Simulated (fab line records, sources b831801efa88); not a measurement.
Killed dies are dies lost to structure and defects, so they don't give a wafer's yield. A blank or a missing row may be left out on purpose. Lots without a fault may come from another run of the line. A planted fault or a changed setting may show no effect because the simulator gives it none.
Which tool did it? | flow sky130 | 7 lots, 21 wafers sampled, at 3 steps of a route of 708

WHAT THE GAUGES READ, wafer by wafer
SKY_VT_ADJUST_HVTP_CD_MEAS_07: target cd 380 nm.
lot  | measured     | on        | cd_nm (nm)
L831 | day 6 10:06  | cd_sem-02 | 379.9 380.3 381.9
L834 | day 7 08:15  | cd_sem-02 | 382.2 378.9 381.0
L836 | day 7 14:14  | cd_sem-02 | 377.7 375.8 380.8
L841 | day 9 01:07  | cd_sem-01 | 380.4 377.5 379.2
L843 | day 9 08:53  | cd_sem-01 | 378.3 380.2 379.2
L848 | day 11 03:27 | cd_sem-02 | 380.4 381.8 383.0
L853 | day 12 16:32 | cd_sem-01 | 381.6 379.2 378.0

WHICH TOOL RAN EACH LOT (tool, then ch and the chambers of the sampled wafers, then the start)
lot  | SKY_FIELD_ISO_CMP_27         | SKY_NWELL_DEVELOP_09
L831 | cmp-02 ch 0,1,3, day 2 18:26 | litho_track-04 ch 0, day 4 21:00
L834 | cmp-01 ch 0,1,2, day 3 10:01 | litho_track-04 ch 0, day 5 17:00
L836 | cmp-01 ch 1,3, day 3 18:26   | litho_track-03 ch 0, day 6 00:00
L841 | cmp-01 ch 2,3, day 4 21:45   | litho_track-01 ch 0, day 7 08:00
L843 | cmp-02 ch 1,2,3, day 5 05:58 | litho_track-01 ch 0, day 7 15:00
L848 | cmp-01 ch 1,2,3, day 6 16:02 | litho_track-01 ch 0, day 9 05:00
L853 | cmp-01 ch 2,3, day 7 17:05   | litho_track-01 ch 0, day 10 16:00
- SKY_FIELD_ISO_CMP_27: polishes, stops on Si3N4, t overpolish 16 s, target thk 457.8 nm.
- SKY_NWELL_DEVELOP_09: develop time 60 s.

THE ANSWER, worked out from the rows above alone
Rule: what is usual is taken from the lots themselves. Put in order of their means at a reading, lots are off if they are a third of the lots or fewer, leave a main group of 4 or more, and stand apart from it by a gap of 3 or more times the standard deviation of the main group's means; of several such gaps the widest counts. A main group whose means are all the same, to the digits that the tables above print for the reading, isn't used. A lot without any number at a reading at which 4 lots or more have one is off too. The other lots that the step has rows for count as sound.
No lot is off at any reading shown: from this, nothing can be told.

WHAT THE SIMULATOR HAD PUT IN
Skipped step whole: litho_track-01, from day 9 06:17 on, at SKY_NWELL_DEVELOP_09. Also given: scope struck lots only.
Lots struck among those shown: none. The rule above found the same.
